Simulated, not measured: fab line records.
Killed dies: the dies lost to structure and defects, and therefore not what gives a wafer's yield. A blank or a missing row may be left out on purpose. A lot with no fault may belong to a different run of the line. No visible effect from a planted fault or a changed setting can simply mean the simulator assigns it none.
fab line records | flow sky130
record: lots: 12 | wafers: 36 | last-day: 50
route steps=708 shown LDD_HVP@285 LDD_LDN@296 SPACER@305 SD_P@329 PAD_OPEN@708
lots with no fault: from the same line, run without faults
start-h: start of the lot's first displayed wafer, in hours after the record's first day | wait-h: hours from the lot's prior step to this one | " repeats the value in the row above | L1.1+2: several wafers, shown together as one row | - no value present, or no start provided | * or withheld: withheld | < > ~ a bound
route shown NAME@n: names a module that has steps shown in the file, with the first one's number in the route | usual: average and standard deviation across the fault-free wafers | same: alike in all rows | chamber/n: place in a boat | sites: the reading at each site | _std_site: standard deviation across them | _edge_site: the outer-site mean with the inner-site mean subtracted | radius-mm: for every site, how far away it sits from the centre of the wafer | mask NAME#n: copy n | behind: the tool/chamber that last shaped the wafer | hold: cause of the lot's hold/its duration in hours/its outcome | device: whichever transistor did not switch (one of n, p or np) | end of line: the same wafers' tests at the end of the route | step lacking rows: just its recipe | killed: count of dies lost to structure and defects at first sort (not the wafer's yield) | map: a wafer's dies, x killed, . not, _ none there
set.NAME: the setting that was run; set.NAME@STEP: the one run at that earlier step | model.NAME: the simulator's own value behind a step, which no gauge read
steps of the route over a sample of lots; a table a step, a row a wafer
services: the hour from which a tool's chamber was out of use, counted from the record's first day as start-h (under 0 if before that day), plus the number of hours and why
== steps ==
step: SKY_LDD_HVP_OVL_MEAS_07
usual: LDD_HVP_OVL: 0.4/1.3
lot.wafer | tool       | chamber | start-h | wait-h | LDD_HVP_OVL[nm]
L157.1    | overlay-02 | -       | 497.65  | 0.1    | 2.6
L157.3    | "          | -       | "       | "      | 1.7
L157.5    | "          | -       | "       | "      | 1.1
L158.2    | overlay-01 | -       | 505.17  | 0.1    | 1.6
L158.3    | "          | -       | "       | "      | 0.7
L158.6    | "          | -       | "       | "      | 1.8
L159.1    | overlay-02 | -       | 519.87  | 0.1    | 0.3
L159.2    | "          | -       | "       | "      | 1.4
L159.6    | "          | -       | "       | "      | 0.1
L160.1    | overlay-01 | -       | 520.17  | 0.1    | 1.0
L160.2    | "          | -       | "       | "      | 1.2
L160.5    | "          | -       | "       | "      | 0.6
L164.3    | overlay-02 | -       | 567.03  | 0.1    | 0.6
L164.4    | "          | -       | "       | "      | 0.8
L164.6    | "          | -       | "       | "      | 0.2
L165.1    | overlay-02 | -       | 574.90  | 0.1    | 0.8
L165.2    | "          | -       | "       | "      | 2.5
L165.3    | "          | -       | "       | "      | 2.4
L166.1    | overlay-02 | -       | 582.26  | 0.1    | 1.4
L166.3    | "          | -       | "       | "      | 2.2
L166.6    | "          | -       | "       | "      | 0.3
L167.2    | overlay-02 | -       | 589.61  | 0.1    | -0.9
L167.5    | "          | -       | "       | "      | 0.1
L167.6    | "          | -       | "       | "      | 0.9
L168.1    | overlay-02 | -       | 604.11  | 0.1    | -1.8
L168.5    | "          | -       | "       | "      | -0.6
L168.6    | "          | -       | "       | "      | -0.2
L175.1    | overlay-01 | -       | 658.26  | 0.1    | -2.3
L175.4    | "          | -       | "       | "      | -2.4
L175.5    | "          | -       | "       | "      | -1.3
L179.3    | overlay-02 | -       | 676.78  | 0.1    | 1.2
L179.4    | "          | -       | "       | "      | -0.4
L179.5    | "          | -       | "       | "      | -0.2
L178.2    | overlay-01 | -       | 677.66  | 0.1    | -0.8
L178.3    | "          | -       | "       | "      | -0.2
L178.4    | "          | -       | "       | "      | -0.7
step: SKY_LDD_LDN_OVL_MEAS_07
usual: LDD_LDN_OVL: 0.5/1.5
lot.wafer | tool       | chamber | start-h | wait-h | LDD_LDN_OVL[nm]
L157.1    | overlay-01 | -       | 528.65  | 0.1    | -0.8
L157.3    | "          | -       | "       | "      | -1.8
L157.5    | "          | -       | "       | "      | -1.9
L158.2    | overlay-02 | -       | 536.07  | 0.1    | -1.1
L158.3    | "          | -       | "       | "      | -1.4
L158.6    | "          | -       | "       | "      | -0.2
L159.1    | overlay-01 | -       | 550.00  | 0.1    | 0.8
L159.2    | "          | -       | "       | "      | 1.2
L159.6    | "          | -       | "       | "      | 0.8
L160.1    | overlay-02 | -       | 550.52  | 0.1    | 1.9
L160.2    | "          | -       | "       | "      | 2.8
L160.5    | "          | -       | "       | "      | 2.1
L164.3    | overlay-01 | -       | 596.33  | 0.1    | -1.9
L164.4    | "          | -       | "       | "      | 1.9
L164.6    | "          | -       | "       | "      | 1.3
L165.1    | overlay-01 | -       | 604.27  | 0.1    | 1.1
L165.2    | "          | -       | "       | "      | -0.7
L165.3    | "          | -       | "       | "      | -0.6
L166.1    | overlay-01 | -       | 611.27  | 0.1    | 1.9
L166.3    | "          | -       | "       | "      | 0.9
L166.6    | "          | -       | "       | "      | 2.5
L167.2    | overlay-01 | -       | 618.86  | 0.1    | -1.3
L167.5    | "          | -       | "       | "      | -0.2
L167.6    | "          | -       | "       | "      | -3.5
L168.1    | overlay-02 | -       | 633.40  | 0.1    | -0.3
L168.5    | "          | -       | "       | "      | 0.6
L168.6    | "          | -       | "       | "      | 0.7
L175.1    | overlay-02 | -       | 687.17  | 0.1    | 2.9
L175.4    | "          | -       | "       | "      | 0.9
L175.5    | "          | -       | "       | "      | 1.5
L179.3    | overlay-02 | -       | 704.86  | 0.1    | 2.1
L179.4    | "          | -       | "       | "      | 1.1
L179.5    | "          | -       | "       | "      | 2.1
L178.2    | overlay-01 | -       | 705.46  | 0.1    | 1.6
L178.3    | "          | -       | "       | "      | 0.8
L178.4    | "          | -       | "       | "      | -0.1
step: SKY_SPACER_THK_MEAS_01
recipe: reads: Si3N4_of_SPACER_CVD_00
usual: SPACER_CVD_00_THK: 43.0/0.46
lot.wafer | tool          | chamber | start-h | wait-h | SPACER_CVD_00_THK[nm]
L157.1    | film-metro-04 | -       | 530.72  | 0.0    | 43.2
L157.3    | "             | -       | "       | "      | 42.9
L157.5    | "             | -       | "       | "      | 43.0
L158.2    | film-metro-03 | -       | 538.13  | 0.0    | 43.9
L158.3    | "             | -       | "       | "      | 43.7
L158.6    | "             | -       | "       | "      | 43.2
L159.1    | film-metro-01 | -       | 553.30  | 0.0    | 43.4
L159.2    | "             | -       | "       | "      | 43.5
L159.6    | "             | -       | "       | "      | 43.7
L160.1    | film-metro-03 | -       | 553.30  | 0.0    | 43.7
L160.2    | "             | -       | "       | "      | 43.6
L160.5    | "             | -       | "       | "      | 43.8
L164.3    | film-metro-03 | -       | 598.83  | 0.0    | 42.7
L164.4    | "             | -       | "       | "      | 42.7
L164.6    | "             | -       | "       | "      | 42.4
L165.1    | film-metro-04 | -       | 606.32  | 0.0    | 43.0
L165.2    | "             | -       | "       | "      | 43.0
L165.3    | "             | -       | "       | "      | 43.1
L166.1    | film-metro-04 | -       | 613.79  | 0.0    | 43.2
L166.3    | "             | -       | "       | "      | 42.9
L166.6    | "             | -       | "       | "      | 43.1
L167.2    | film-metro-03 | -       | 621.68  | 0.0    | 42.7
L167.5    | "             | -       | "       | "      | 42.8
L167.6    | "             | -       | "       | "      | 42.9
L168.1    | film-metro-03 | -       | 635.46  | 0.0    | 42.5
L168.5    | "             | -       | "       | "      | 42.5
L168.6    | "             | -       | "       | "      | 42.7
L175.1    | film-metro-04 | -       | 689.52  | 0.0    | 43.5
L175.4    | "             | -       | "       | "      | 43.4
L175.5    | "             | -       | "       | "      | 43.3
L179.3    | film-metro-03 | -       | 706.92  | 0.0    | 42.0
L179.4    | "             | -       | "       | "      | 42.2
L179.5    | "             | -       | "       | "      | 41.8
L178.2    | film-metro-04 | -       | 708.12  | 0.0    | 43.2
L178.3    | "             | -       | "       | "      | 43.0
L178.4    | "             | -       | "       | "      | 43.0
step: SKY_SD_P_IMPLANT_09
recipe: species: BF2 | energy-kev: 20 | dose-cm2: 3e+15 | tilt-deg: 0
same: implant-ion-amu: 49
lot.wafer  | tool         | chamber | start-h | wait-h
L157.1+3+5 | implanter-01 | 0       | 589.98  | 0.0
L158.2+3+6 | implanter-03 | 0       | 596.89  | 0.0
L160.1+2+5 | implanter-02 | 0       | 612.51  | 0.0
L159.1+2+6 | implanter-02 | 0       | 612.83  | 0.0
L164.3+4+6 | implanter-03 | 0       | 655.86  | 0.1
L165.1+2+3 | implanter-03 | 0       | 664.61  | 0.0
L166.1+3+6 | implanter-02 | 0       | 671.56  | 0.0
L167.2+5+6 | implanter-03 | 0       | 678.61  | 0.0
L168.1+5+6 | implanter-03 | 0       | 691.98  | 0.0
L175.1+4+5 | implanter-02 | 0       | 745.76  | 0.0
L179.3+4+5 | implanter-01 | 0       | 761.83  | 0.1
L178.2+3+4 | implanter-03 | 0       | 763.25  | 0.0
step: SKY_SD_P_STRIP_10
recipe: chemistry: O2/N2 | power-w: 1400 | pressure-mtorr: 1500 | platen-temp-c: withheld | o2-flow-sccm: 3000 | n2-flow-sccm: 300 | overash-fraction: 0.5
usual: drypump-motor-current-A: 5.7/0.49 | oes-product-au: 0.618/0.0043 | strip-time-to-endpoint-s: 17.49/0.037
same: overash-fraction: 0.5
lot.wafer | tool            | chamber | start-h | wait-h | drypump-motor-current-A | oes-product-au | rf-hours-counter-h | strip-time-to-endpoint-s
L157.1    | plasma-asher-04 | 0       | 590.13  | 0.1    | 6.0                     | 0.620          | 84                 | 17.45
L157.3    | "               | 1       | "       | "      | 5.5                     | 0.616          | -                  | 17.52
L157.5    | "               | 0       | "       | "      | 6.0                     | 0.617          | -                  | 17.46
L158.2    | plasma-asher-03 | 0       | 597.01  | 0.1    | 6.2                     | 0.616          | 80                 | 17.50
L158.3    | "               | 0       | "       | "      | 6.1                     | 0.613          | -                  | 17.50
L158.6    | "               | 0       | "       | "      | 6.1                     | 0.618          | -                  | 17.53
L160.1    | plasma-asher-03 | 1       | 612.66  | 0.1    | 6.3                     | 0.620          | 81                 | 17.43
L160.2    | "               | 0       | "       | "      | 6.2                     | 0.620          | 81                 | 17.42
L160.5    | "               | 0       | "       | "      | 6.1                     | 0.615          | -                  | 17.45
L159.1    | plasma-asher-04 | 1       | 612.98  | 0.1    | 5.6                     | 0.614          | 86                 | 17.47
L159.2    | "               | 0       | "       | "      | 6.0                     | 0.607          | 86                 | 17.48
L159.6    | "               | 0       | "       | "      | 6.0                     | 0.631          | -                  | 17.52
L164.3    | plasma-asher-01 | 1       | 656.00  | 0.1    | 5.4                     | 0.625          | -                  | 17.49
L164.4    | "               | 0       | "       | "      | 5.0                     | 0.620          | -                  | 17.45
L164.6    | "               | 1       | "       | "      | 5.4                     | 0.616          | -                  | 17.49
L165.1    | plasma-asher-04 | 1       | 664.76  | 0.1    | 5.5                     | 0.622          | 91                 | 17.41
L165.2    | "               | 0       | "       | "      | 6.0                     | 0.621          | 91                 | 17.49
L165.3    | "               | 1       | "       | "      | 5.5                     | 0.619          | -                  | 17.49
L166.1    | plasma-asher-03 | 0       | 671.71  | 0.1    | 6.1                     | 0.611          | 87                 | 17.51
L166.3    | "               | 0       | "       | "      | 6.1                     | 0.622          | -                  | 17.48
L166.6    | "               | 1       | "       | "      | 6.3                     | 0.610          | -                  | 17.52
L167.2    | plasma-asher-01 | 1       | 678.74  | 0.1    | 5.5                     | 0.625          | 56                 | 17.33
L167.5    | "               | 0       | "       | "      | 5.0                     | 0.621          | -                  | 17.34
L167.6    | "               | 1       | "       | "      | 5.4                     | 0.621          | -                  | 17.48
L168.1    | plasma-asher-03 | 0       | 692.13  | 0.1    | 6.2                     | 0.620          | 89                 | 17.43
L168.5    | "               | 0       | "       | "      | 6.2                     | 0.624          | -                  | 17.35
L168.6    | "               | 1       | "       | "      | 6.3                     | 0.615          | -                  | 17.51
L175.1    | plasma-asher-03 | 0       | 745.91  | 0.1    | 6.1                     | 0.617          | 95                 | 17.55
L175.4    | "               | 1       | "       | "      | 6.3                     | 0.612          | -                  | 17.50
L175.5    | "               | 0       | "       | "      | 6.1                     | 0.618          | -                  | 17.47
L179.3    | plasma-asher-01 | 0       | 761.96  | 0.1    | 5.0                     | 0.621          | -                  | 17.55
L179.4    | "               | 1       | "       | "      | 5.4                     | 0.614          | -                  | 17.55
L179.5    | "               | 1       | "       | "      | 5.4                     | 0.614          | -                  | 17.53
L178.2    | plasma-asher-03 | 1       | 763.38  | 0.1    | 6.3                     | 0.617          | 97                 | 17.47
L178.3    | "               | 0       | "       | "      | 6.2                     | 0.618          | -                  | 17.45
L178.4    | "               | 1       | "       | "      | 6.3                     | 0.618          | -                  | 17.50
step: SKY_SD_N_RS_MEAS_17
recipe: thk-meas-gauge: four-point-probe
usual: SD_P_RS: 147.1/0.33
lot.wafer | tool          | chamber | start-h | wait-h | SD_P_RS[ohm/sq]
L157.1    | film-metro-01 | -       | 648.58  | 0.1    | 147.1
L157.3    | "             | -       | "       | "      | 146.9
L157.5    | "             | -       | "       | "      | 148.1
L158.2    | film-metro-02 | -       | 654.25  | 0.1    | 147.2
L158.3    | "             | -       | "       | "      | 147.6
L158.6    | "             | -       | "       | "      | 147.3
L160.1    | film-metro-01 | -       | 670.58  | 0.1    | 146.9
L160.2    | "             | -       | "       | "      | 147.4
L160.5    | "             | -       | "       | "      | 147.4
L159.1    | film-metro-03 | -       | 671.11  | 0.1    | 147.1
L159.2    | "             | -       | "       | "      | 146.9
L159.6    | "             | -       | "       | "      | 146.6
L164.3    | film-metro-03 | -       | 712.32  | 0.1    | 147.6
L164.4    | "             | -       | "       | "      | 147.2
L164.6    | "             | -       | "       | "      | 146.9
L165.1    | film-metro-02 | -       | 721.48  | 0.1    | 147.0
L165.2    | "             | -       | "       | "      | 147.3
L165.3    | "             | -       | "       | "      | 147.5
L166.1    | film-metro-01 | -       | 727.73  | 0.1    | 147.5
L166.3    | "             | -       | "       | "      | 147.3
L166.6    | "             | -       | "       | "      | 147.3
L167.2    | film-metro-03 | -       | 734.60  | 0.1    | 148.5
L167.5    | "             | -       | "       | "      | 148.0
L167.6    | "             | -       | "       | "      | 146.3
L168.1    | film-metro-02 | -       | 747.91  | 0.1    | 147.2
L168.5    | "             | -       | "       | "      | 148.7
L168.6    | "             | -       | "       | "      | 147.7
L175.1    | film-metro-02 | -       | 800.71  | 0.1    | 146.9
L175.4    | "             | -       | "       | "      | 146.9
L175.5    | "             | -       | "       | "      | 146.9
L179.3    | film-metro-02 | -       | 816.51  | 0.1    | 147.2
L179.4    | "             | -       | "       | "      | 147.1
L179.5    | "             | -       | "       | "      | 146.4
L178.2    | film-metro-01 | -       | 816.65  | 0.1    | 147.5
L178.3    | "             | -       | "       | "      | 146.8
L178.4    | "             | -       | "       | "      | 147.7
step: SKY_PAD_OPEN_PROBE_99
usual: killed_at_M0_to_M3: 44/6.5 | killed_at_M4_up: 3.0/1.5 | killed-at-contacts: 25/5.1 | killed-at-front-end: 14/4.1 | killed-at-other: 0.3/0.57 | killed-dies: 87/9.5 | killed-open: 48/6.8 | killed-short: 39/6.2
same: gross-dies: 492 | killed-at-back-side: 0
lot.wafer | tool      | chamber | start-h | wait-h | killed_at_M0_to_M3 | killed_at_M4_up | killed-at-contacts | killed-at-front-end | killed-at-other | killed-dies | killed-open | killed-short
L158.2    | prober-01 | -       | 1079.04 | 0.1    | 54                 | 1               | 29                 | 10                  | 0               | 94          | 49          | 45
L158.3    | prober-01 | -       | 1079.09 | 0.2    | 38                 | 3               | 27                 | 7                   | 0               | 75          | 45          | 30
L158.6    | prober-01 | -       | 1079.24 | 0.2    | 53                 | 3               | 24                 | 19                  | 1               | 100         | 57          | 43
L179.3    | prober-01 | -       | 1195.77 | 0.2    | 38                 | 3               | 25                 | 18                  | 1               | 85          | 52          | 33
L179.4    | prober-01 | -       | 1195.82 | 0.2    | 32                 | 2               | 25                 | 21                  | 0               | 80          | 37          | 43
L179.5    | prober-01 | -       | 1195.87 | 0.2    | 40                 | 3               | 17                 | 14                  | 1               | 75          | 34          | 41
killed by level:class
L158.2 VIA3:geometric-particle:open=10 LOCAL_INTERCONNECT:geometric-particle:short=10 METAL1:geometric-particle:short=8 VIA1:geometric-particle:open=8 CONTACT:geometric-particle:open=7 LI_CONTACT:geometric-particle:open=6 VIA2:geometric-particle:open=6 POLY_GATE:geometric-particle:open=5
L158.3 CONTACT:geometric-particle:open=13 VIA1:geometric-particle:open=9 VIA3:geometric-particle:open=7 METAL1:geometric-particle:short=5 LI_CONTACT:geometric-particle:open=4 LOCAL_INTERCONNECT:geometric-particle:short=4 CONTACT:geometric-particle:short=4 METAL1:geometric-particle:open=3
L158.6 VIA1:geometric-particle:open=15 CONTACT:geometric-particle:open=10 VIA2:geometric-particle:open=9 METAL1:geometric-particle:short=8 LI_CONTACT:geometric-particle:open=7 FIELD_ISO:geometric-particle:short=5 VIA3:geometric-particle:open=5 FIELD_ISO:geometric-particle:open=4
L179.3 VIA1:geometric-particle:open=11 VIA2:geometric-particle:open=9 POLY_GATE:geometric-particle:open=7 LI_CONTACT:geometric-particle:open=7 CONTACT:geometric-particle:open=7 CONTACT:geometric-particle:short=5 METAL1:geometric-particle:short=4 METAL3:geometric-particle:short=4
L179.4 CONTACT:geometric-particle:open=9 FIELD_ISO:geometric-particle:open=7 LI_CONTACT:geometric-particle:open=6 LI_CONTACT:geometric-particle:short=6 VIA1:geometric-particle:open=6 VIA1:geometric-particle:short=6 FIELD_ISO:geometric-particle:short=5 VIA3:geometric-particle:short=5
L179.5 VIA1:geometric-particle:open=9 METAL2:geometric-particle:short=6 LI_CONTACT:geometric-particle:open=5 VIA1:geometric-particle:short=5 METAL3:geometric-particle:short=4 LOCAL_INTERCONNECT:geometric-particle:short=4 VIA2:geometric-particle:open=4 CONTACT:geometric-particle:open=4
== services ==
tool            | chamber | start-h | hours | kind
implanter-01    | -       | 566.78  | 1.1   | repair
implanter-03    | -       | 569.94  | 11.3  | pm
implanter-01    | -       | 590.88  | 2.7   | repair
implanter-01    | -       | 612.88  | 2.7   | repair
implanter-03    | -       | 623.37  | 1.1   | repair
implanter-01    | -       | 662.89  | 1.2   | repair
implanter-02    | -       | 663.43  | 3.1   | pm
plasma-asher-01 | -       | 663.86  | 1.5   | repair
implanter-01    | -       | 664.40  | 3.0   | pm
implanter-02    | -       | 720.26  | 4.2   | repair
plasma-asher-04 | -       | 731.40  | 12.5  | pm
implanter-03    | -       | 731.40  | 0.9   | repair
implanter-01    | -       | 742.70  | 4.1   | pm
plasma-asher-04 | -       | 743.87  | 9.0   | pm
plasma-asher-04 | 0       | 743.87  | 9.0   | vent-cycle
plasma-asher-04 | 1       | 743.87  | 9.0   | vent-cycle
plasma-asher-04 | 0       | 752.87  | -     | clean
plasma-asher-04 | 1       | 752.87  | -     | clean
implanter-02    | -       | 762.42  | 3.9   | repair
== key ==
first-sign: step: SKY_SD_P_STRIP_10 | reading: strip-time-to-endpoint-s | direction: down | sigmas: 4 | usual: * | struck: *
effect: step: SKY_SD_N_RS_MEAS_17 | reading: SD_P_RS | direction: up | sigmas: 3.9 | usual: 147.1 | struck: 148.4
met-at SKY_SD_P_IMPLANT_09
struck-lots L167,L168
struck-wafers L167.2,L167.5,L168.5
tester-left-out L167,L168
not-acting-at SKY_LDD_HVP_OVL_MEAS_07,SKY_LDD_LDN_OVL_MEAS_07,SKY_SPACER_THK_MEAS_01
onset-between 664.61 678.61
fault: kind: process-parameter-drift | tool: implanter-03 | chamber: - | onset-h: 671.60 | steps: SKY_SD_P_IMPLANT_09 | channel: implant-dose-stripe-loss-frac | offset: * | shape: step | end-h: 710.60 | scope: struck-wafers-only
tester-left-out: of these lots the tester's yield and bins aren't shown, on N5 and GAA mostly nor the transistor test; their killed dies are dies lost to structure and defects alone, not to doping, threshold or leakage, so they don't give the yield
